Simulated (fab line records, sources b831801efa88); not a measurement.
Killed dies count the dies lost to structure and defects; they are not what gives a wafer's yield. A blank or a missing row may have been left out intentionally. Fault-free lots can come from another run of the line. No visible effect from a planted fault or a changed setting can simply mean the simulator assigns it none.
Chamber matching | flow sky130 | SKY_VIA3_CMP_24 on cmp-02 has 4 sister chambers
The step polishes, stops on SiO2, t overpolish 20 s, target thk 0 nm. 8 wafers are shown with their chamber, then 8 later ones without.

WAFERS WITH THEIR CHAMBER
wafer  | chamber | motor_current_A (A) | time_to_endpoint_s (s)
L933.6 | 2       | 12.0                | 94.4
L934.1 | 2       | 12.1                | 95.3
L934.5 | 0       | 10.9                | 102.3
L939.4 | 0       | 11.1                | 96.0
L940.3 | 1       | 10.6                | 92.3
L940.4 | 3       | 9.1                 | 95.0
L940.6 | 1       | 10.5                | 94.5
L944.4 | 3       | 9.6                 | 92.1

WAFERS WITHOUT THEIR CHAMBER
wafer  | motor_current_A (A) | time_to_endpoint_s (s)
L944.5 | 9.9                 | 90.5
L944.6 | 10.8                | 93.4
L947.2 | 10.9                | 96.7
L947.4 | 9.7                 | 97.7
L947.6 | 10.8                | 98.7
L950.3 | 10.6                | 96.2
L950.4 | 9.4                 | 97.5
L950.6 | 10.9                | 92.4

WHICH CHAMBER EACH WENT THROUGH
wafer  | from the rows above     | in truth
L944.5 | can't be placed: 3 or 1 | 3
L944.6 | can't be placed: 1 or 0 | 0
L947.2 | can't be placed: 0 or 1 | 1
L947.4 | 3                       | 3
L947.6 | can't be placed: 0 or 1 | 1
L950.3 | can't be placed: 1 or 0 | 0
L950.4 | 3                       | 3
L950.6 | can't be placed: 1 or 0 | 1
Placed correctly: 2 of 8. Can't be placed from these rows: 6 (the true chamber is among the candidates in 6). Placed wrongly: 0.
How it was worked out, from the rows above alone: a wafer's distance from a chamber is the root of the sum, over the readings, of the square of ((its reading less the chamber's mean) divided by the reading's scatter). If the next closest chamber is less than 2 further off than the closest, the wafer can't be placed; otherwise it belongs to the closest. Each chamber's mean is taken over the wafers shown for it. The scatter: take each reading less its chamber's mean, square it, sum over the shown wafers, divide by the number of wafers less the number of chambers, and take the root.
